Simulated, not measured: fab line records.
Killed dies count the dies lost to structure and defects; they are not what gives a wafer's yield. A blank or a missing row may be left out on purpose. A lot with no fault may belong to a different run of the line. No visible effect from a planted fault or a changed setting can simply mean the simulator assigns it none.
2 desks looking at one fault | flow gf180mcu | each desk holds nothing but its own numbers, with what lay behind them at the end

== FROM THE METROLOGY DESK ==
Means of the sampled wafers that have a number, per lot and without regard to the tool the lot ran on: this is what the gauges read. Any lot whose mean is over 4 standard deviations away from the usual mean is out of limits and marked OUT; that distance is given in the brackets.
Columns: A = cd_nm at GF_PSD_CD_MEAS_07, usual 399.3 nm; B = SALICIDE_TIN_RS at GF_SALICIDE_RS_MEAS_04, usual 16.4 ohm/sq
lot  | first seen here | A     | B
L551 | day 14 06:32    | 398.4 | 16.0
L552 | day 14 10:05    | 396.5 | 16.2
L553 | day 14 14:11    | 398.2 | 16.2
L562 | day 18 04:49    | 396.7 | 23.1 (+20) OUT
L563 | day 18 11:09    | 399.0 | 16.9
L564 | day 18 20:09    | 402.2 | 16.7
L566 | day 19 09:33    | 399.2 | 16.3
L569 | day 21 05:31    | 401.1 | 16.7
L570 | day 21 14:37    | 400.9 | 16.5
L571 | day 21 17:29    | 402.3 | 16.3
L572 | day 21 21:46    | 399.2 | 16.6
L573 | day 22 02:10    | 400.4 | 16.1
L574 | day 22 09:25    | 397.1 | 16.9
This desk reports L562 out of limits; the earliest was L562 at day 19 06:32 (SALICIDE_TIN_RS at GF_SALICIDE_RS_MEAS_04). L551, L552, L553, L563, L564, L566, L569, L570, L571, L572, L573, L574: within limits.

== THE TOOL OWNER'S DESK: pvd_sputter-03 ==
The tool's own readings at GF_SALICIDE_SPUTTER_02 (material Co, target thk 10 nm, time 20 s): means of the sampled wafers that have a number, for each lot that ran on this tool. Any lot whose mean is over 4 standard deviations away from the usual mean is out of limits and marked OUT; that distance is given in the brackets.
Columns: A = chamber_pressure_pa at GF_SALICIDE_SPUTTER_02, usual 0.3998 Pa; B = throttle_valve_pct at GF_SALICIDE_SPUTTER_02, usual 29.6 %
lot  | first seen here | A      | B
L551 | day 15 03:55    | 0.3995 | 30.0
L553 | day 15 12:25    | 0.4004 | 29.7
L562 | day 19 06:27    | 0.4008 | 29.3
L570 | day 22 14:52    | 0.3999 | 29.8
L572 | day 22 22:43    | 0.4001 | 29.9
L573 | day 23 02:16    | 0.3992 | 29.2
This desk's finding: nothing out of limits on any of the 6 lots.

== ALL TOGETHER ==
L562 would have let the metrology desk raise an alarm at day 19 06:32.
Nothing out of limits was seen by the tool owner's desk.
On record at the tool owner's desk: L562, within its limits.
On pvd_sputter-03, each named lot ran GF_SALICIDE_SPUTTER_02.

== WHAT HAD BEEN PUT IN BY THE SIMULATOR ==
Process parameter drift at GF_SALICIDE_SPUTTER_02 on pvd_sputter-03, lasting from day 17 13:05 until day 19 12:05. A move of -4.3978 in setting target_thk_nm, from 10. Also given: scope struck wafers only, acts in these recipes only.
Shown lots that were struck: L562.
Time in hours between the start of the fault and the first out-of-limits reading at each desk: metrology desk, 41.
